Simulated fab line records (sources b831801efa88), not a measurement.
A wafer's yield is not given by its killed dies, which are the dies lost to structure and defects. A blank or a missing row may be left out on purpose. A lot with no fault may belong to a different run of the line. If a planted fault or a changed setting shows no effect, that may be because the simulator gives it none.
fab line records ; flow sky130
record lots=11; wafers=33; lastDay=49
route steps=708 shown VT_ADJUST_NCORE@123 CONTACT@409 METAL1@434
lots that met no fault: taken from a fault-free run of the same line
startH: hours from the record's first day to the start of the lot's first wafer shown ; waitH: how many hours have passed since the lot's step before this one ; " identical to the entry in the row above ; L1.1+2: one row covering several wafers at once ; - no value, or no start given ; * or withheld: withheld ; < > ~ a bound
route shown NAME@n: NAME is a module with steps in the file, n the number in the route of the first one ; usual: the fault-free wafers' mean and standard deviation ; same: alike in all rows ; chamber/n: place in a boat ; sites: the reading at each site ; _std_site: how widely they spread, as a standard deviation ; _edge_site: inner sites' mean taken away from outer sites' mean ; radiusMm: how far each site lies from the wafer's centre ; mask NAME#n: copy n ; behind: tool/chamber where the wafer was last shaped ; hold: why the lot was held/for how many hours/how that ended ; device: transistor that didn't switch, given as n, p or np ; end of line: the same wafers' tests at the end of the route ; a step given without rows: its recipe and nothing more ; killed: count of dies lost to structure and defects at first sort (not the wafer's yield) ; map: per-die view of a wafer (x killed, . not killed, _ where there is no die)
set.NAME: the setting the step ran with; set.NAME@STEP: the setting that earlier step ran with ; model.NAME: the simulator's own value behind a step, which no gauge read
route steps across a sampled set of lots; one table per step, one row per wafer
services: when a tool's chamber went out of use (startH, in hours from the record's first day, below 0 if earlier), for how many hours, and the reason
## steps
# step SKY_VT_ADJUST_NCORE_EXPOSE_04
# recipe maskId=LVTN_COMPLEMENT_THIN; na=0.6; sourceShape=conventional; sigmaOuter=0.6; polarization=unpolarized; targetCdNm=380; doseMj=139
# same sigmaOuter=0.6
lot.wafer;tool;chamber;startH;waitH;mask
L706.1+3+5;ilineStepper-01;0;174.61;-;LVTN_COMPLEMENT_THIN#0
L707.1+4+6;ilineStepper-02;0;183.53;-;LVTN_COMPLEMENT_THIN#0
L708.1+2+5;ilineStepper-02;0;191.25;-;LVTN_COMPLEMENT_THIN#0
L709.2+3+5;ilineStepper-02;0;193.75;-;LVTN_COMPLEMENT_THIN#0
L710.1+2+6;ilineStepper-02;0;197.63;-;LVTN_COMPLEMENT_THIN#0
L711.1+2+4;ilineStepper-01;0;209.78;-;LVTN_COMPLEMENT_THIN#0
L712.2+3+4;ilineStepper-01;0;216.87;-;LVTN_COMPLEMENT_THIN#0
L713.1+3+5;ilineStepper-01;0;221.11;-;LVTN_COMPLEMENT_THIN#0
L714.4+5+6;ilineStepper-01;0;229.51;-;LVTN_COMPLEMENT_THIN#0
L722.3+4+6;ilineStepper-02;0;290.66;-;LVTN_COMPLEMENT_THIN#0
L723.1+4+5;ilineStepper-02;0;291.20;-;LVTN_COMPLEMENT_THIN#0
# step SKY_VT_ADJUST_NCORE_OVL_MEAS_08
# usual VT_ADJUST_NCORE_OVL=-0.3/1.6
lot.wafer;tool;chamber;startH;waitH;VT_ADJUST_NCORE_OVL[nm]
L706.1;overlay-01;-;184.95;0.1;-2.4
L706.3;overlay-01;-;184.95;0.1;-2.7
L706.5;overlay-01;-;184.95;0.1;-1.7
L707.1;overlay-02;-;194.67;0.1;-0.2
L707.4;overlay-02;-;194.67;0.1;-0.7
L707.6;overlay-02;-;194.67;0.1;-0.2
L708.1;overlay-01;-;202.25;0.1;1.2
L708.2;overlay-01;-;202.25;0.1;0.5
L708.5;overlay-01;-;202.25;0.1;1.9
L709.2;overlay-02;-;204.91;0.1;0.5
L709.3;overlay-02;-;204.91;0.1;-1.5
L709.5;overlay-02;-;204.91;0.1;0.8
L710.1;overlay-02;-;208.82;0.1;-1.7
L710.2;overlay-02;-;208.82;0.1;-1.4
L710.6;overlay-02;-;208.82;0.1;-2.2
L711.1;overlay-01;-;219.92;0.1;0.6
L711.2;overlay-01;-;219.92;0.1;1.2
L711.4;overlay-01;-;219.92;0.1;-0.9
L712.2;overlay-02;-;228.37;0.1;-2.1
L712.3;overlay-02;-;228.37;0.1;-1.6
L712.4;overlay-02;-;228.37;0.1;-2.2
L713.1;overlay-02;-;231.95;0.1;-1.1
L713.3;overlay-02;-;231.95;0.1;-1.4
L713.5;overlay-02;-;231.95;0.1;-1.3
L714.4;overlay-02;-;240.34;0.1;0.1
L714.5;overlay-02;-;240.34;0.1;-2.4
L714.6;overlay-02;-;240.34;0.1;-1.9
L722.3;overlay-01;-;303.02;0.1;-127.7
L722.4;overlay-01;-;303.02;0.1;-124.8
L722.6;overlay-01;-;303.02;0.1;-124.5
L723.1;overlay-02;-;303.75;0.1;-129.7
L723.4;overlay-02;-;303.75;0.1;-129.5
L723.5;overlay-02;-;303.75;0.1;-129.3
# step SKY_CONTACT_THK_MEAS_03
# recipe reads=SiO2_of_CONTACT_HDPCVD_02
# usual CONTACT_HDPCVD_THK=572/6.6
lot.wafer;tool;chamber;startH;waitH;CONTACT_HDPCVD_THK[nm]
L706.1;filmMetro-04;-;708.50;0.1;563
L706.3;filmMetro-04;-;708.50;0.1;565
L706.5;filmMetro-04;-;708.50;0.1;566
L707.1;filmMetro-01;-;717.26;0.0;559
L707.4;filmMetro-01;-;717.26;0.0;565
L707.6;filmMetro-01;-;717.26;0.0;574
L708.1;filmMetro-02;-;729.42;0.0;579
L708.2;filmMetro-02;-;729.42;0.0;572
L708.5;filmMetro-02;-;729.42;0.0;586
L709.2;filmMetro-04;-;737.62;0.0;573
L709.3;filmMetro-04;-;737.62;0.0;573
L709.5;filmMetro-04;-;737.62;0.0;568
L710.1;filmMetro-01;-;740.35;0.1;570
L710.2;filmMetro-01;-;740.35;0.1;580
L710.6;filmMetro-01;-;740.35;0.1;574
L711.1;filmMetro-02;-;750.98;0.0;567
L711.2;filmMetro-02;-;750.98;0.0;571
L711.4;filmMetro-02;-;750.98;0.0;578
L712.2;filmMetro-04;-;764.36;0.0;587
L712.3;filmMetro-04;-;764.36;0.0;584
L712.4;filmMetro-04;-;764.36;0.0;576
L713.1;filmMetro-04;-;775.84;0.0;570
L713.3;filmMetro-04;-;775.84;0.0;573
L713.5;filmMetro-04;-;775.84;0.0;573
L714.4;filmMetro-01;-;777.61;0.0;569
L714.5;filmMetro-01;-;777.61;0.0;573
L714.6;filmMetro-01;-;777.61;0.0;568
L722.3;filmMetro-01;-;844.08;0.1;580
L722.4;filmMetro-01;-;844.08;0.1;578
L722.6;filmMetro-01;-;844.08;0.1;574
L723.1;filmMetro-02;-;844.66;0.0;576
L723.4;filmMetro-02;-;844.66;0.0;578
L723.5;filmMetro-02;-;844.66;0.0;569
# step SKY_CONTACT_SPUTTER_23
# recipe material=TiN; targetThkNm=20; chamberPressurePa=5; powerW=4000; timeS=80
# usual throttleValvePct=30.4/0.75
lot.wafer;tool;chamber;startH;waitH;throttleValvePct
L706.1;pvdSputter-02;-;738.42;0.0;30.5
L706.3;pvdSputter-02;-;738.42;0.0;30.6
L706.5;pvdSputter-02;-;738.42;0.0;30.7
L707.1;pvdSputter-02;-;745.67;0.0;30.3
L707.4;pvdSputter-02;-;745.67;0.0;30.4
L707.6;pvdSputter-02;-;745.67;0.0;30.8
L708.1;pvdSputter-02;-;757.82;0.0;30.8
L708.2;pvdSputter-02;-;757.82;0.0;30.5
L708.5;pvdSputter-02;-;757.82;0.0;31.2
L709.2;pvdSputter-03;-;767.08;0.0;30.9
L709.3;pvdSputter-03;-;767.08;0.0;31.1
L709.5;pvdSputter-03;-;767.08;0.0;28.2
L710.1;pvdSputter-04;-;768.43;0.0;30.0
L710.2;pvdSputter-04;-;768.43;0.0;30.0
L710.6;pvdSputter-04;-;768.43;0.0;29.5
L711.1;pvdSputter-04;-;779.44;0.0;30.1
L711.2;pvdSputter-04;-;779.44;0.0;30.6
L711.4;pvdSputter-04;-;779.44;0.0;29.5
L712.2;pvdSputter-03;-;792.26;0.0;31.4
L712.3;pvdSputter-03;-;792.26;0.0;31.0
L712.4;pvdSputter-03;-;792.26;0.0;28.1
L713.1;pvdSputter-04;-;803.17;0.0;29.9
L713.3;pvdSputter-04;-;803.17;0.0;29.7
L713.5;pvdSputter-04;-;803.17;0.0;30.7
L714.4;pvdSputter-04;-;804.93;0.0;29.4
L714.5;pvdSputter-04;-;804.93;0.0;30.2
L714.6;pvdSputter-04;-;804.93;0.0;30.7
L722.3;pvdSputter-02;-;870.74;0.0;30.5
L722.4;pvdSputter-02;-;870.74;0.0;30.5
L722.6;pvdSputter-02;-;870.74;0.0;30.4
L723.1;pvdSputter-04;-;871.18;0.0;30.6
L723.4;pvdSputter-04;-;871.18;0.0;29.4
L723.5;pvdSputter-04;-;871.18;0.0;29.7
# step SKY_METAL1_SPUTTER_00
# recipe material=Ti; targetThkNm=15; powerW=3000; timeS=10; chamberPressurePa=0.4
# usual throttleValvePct=29.7/1.5
lot.wafer;tool;chamber;startH;waitH;throttleValvePct
L706.1;pvdSputter-01;-;739.07;0.2;29.2
L706.3;pvdSputter-01;-;739.07;0.2;29.4
L706.5;pvdSputter-01;-;739.07;0.2;26.7
L707.1;pvdSputter-03;-;748.36;0.2;31.4
L707.4;pvdSputter-03;-;748.36;0.2;28.1
L707.6;pvdSputter-03;-;748.36;0.2;31.3
L708.1;pvdSputter-02;-;758.47;0.2;30.2
L708.2;pvdSputter-02;-;758.47;0.2;30.9
L708.5;pvdSputter-02;-;758.47;0.2;30.7
L709.2;pvdSputter-02;-;767.73;0.1;30.2
L709.3;pvdSputter-02;-;767.73;0.1;30.8
L709.5;pvdSputter-02;-;767.73;0.1;30.5
L710.1;pvdSputter-03;-;769.08;0.2;31.0
L710.2;pvdSputter-03;-;769.08;0.2;28.2
L710.6;pvdSputter-03;-;769.08;0.2;28.0
L711.1;pvdSputter-01;-;780.09;0.1;29.2
L711.2;pvdSputter-01;-;780.09;0.1;30.0
L711.4;pvdSputter-01;-;780.09;0.1;26.5
L712.2;pvdSputter-02;-;792.91;0.1;30.3
L712.3;pvdSputter-02;-;792.91;0.1;30.9
L712.4;pvdSputter-02;-;792.91;0.1;31.2
L713.1;pvdSputter-02;-;803.82;0.1;30.6
L713.3;pvdSputter-02;-;803.82;0.1;31.2
L713.5;pvdSputter-02;-;803.82;0.1;30.9
L714.4;pvdSputter-01;-;805.58;0.2;29.6
L714.5;pvdSputter-01;-;805.58;0.2;29.3
L714.6;pvdSputter-01;-;805.58;0.2;26.3
L722.3;pvdSputter-02;-;871.39;0.1;30.5
L722.4;pvdSputter-02;-;871.39;0.1;30.9
L722.6;pvdSputter-02;-;871.39;0.1;31.3
L723.1;pvdSputter-03;-;871.99;0.1;31.2
L723.4;pvdSputter-03;-;871.99;0.1;28.2
L723.5;pvdSputter-03;-;871.99;0.1;31.6
## services
tool;chamber;startH;hours;kind
pvdSputter-04;-;156.84;1.7;repair
pvdSputter-02;-;178.15;2.2;repair
ilineStepper-02;-;188.99;1.7;pm
ilineStepper-02;-;211.91;4.4;pm
ilineStepper-02;-;220.33;14.3;repair
ilineStepper-01;-;241.71;12.3;repair
ilineStepper-01;-;301.31;1.7;pm
pvdSputter-03;-;339.30;3.6;repair
pvdSputter-02;-;356.01;9.1;repair
pvdSputter-03;-;384.94;0.7;repair
ilineStepper-01;-;385.97;4.4;pm
ilineStepper-02;-;399.88;2.1;pm
ilineStepper-02;-;407.17;1.7;pm
ilineStepper-02;-;427.36;0.7;repair
pvdSputter-04;-;482.28;5.1;repair
pvdSputter-02;-;572.12;4.3;repair
pvdSputter-02;-;581.47;21.8;repair
ilineStepper-02;-;620.95;0.7;repair
ilineStepper-02;-;625.35;1.7;pm
pvdSputter-02;-;651.73;5.1;repair
pvdSputter-02;-;652.96;1.5;repair
ilineStepper-02;-;686.11;12.5;repair
ilineStepper-02;-;698.59;28.9;pm
ilineStepper-02;-;843.53;1.7;pm
## key
firstSign step=SKY_VT_ADJUST_NCORE_OVL_MEAS_08; reading=VT_ADJUST_NCORE_OVL; direction=down; sigmas=78; usual=-0.3; struck=-127.6
effect none on later readings
metAt SKY_VT_ADJUST_NCORE_EXPOSE_04
struckLots L722,L723
testerLeftOut L722,L723
notActingAt SKY_CONTACT_THK_MEAS_03,SKY_CONTACT_SPUTTER_23,SKY_METAL1_SPUTTER_00
onsetBetween 197.63 290.66
alsoFits time
fault kind=scannerMatchingOverlay; tool=ilineStepper-02; chamber=-; onsetH=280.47; steps=SKY_VT_ADJUST_NCORE_EXPOSE_04; offset=-127.45
# testerLeftOut: of these lots the tester's yield and bins aren't shown, on N5 and GAA mostly nor the transistor test; their killed dies are dies lost to structure and defects alone, not to doping, threshold or leakage, so they don't give the yield
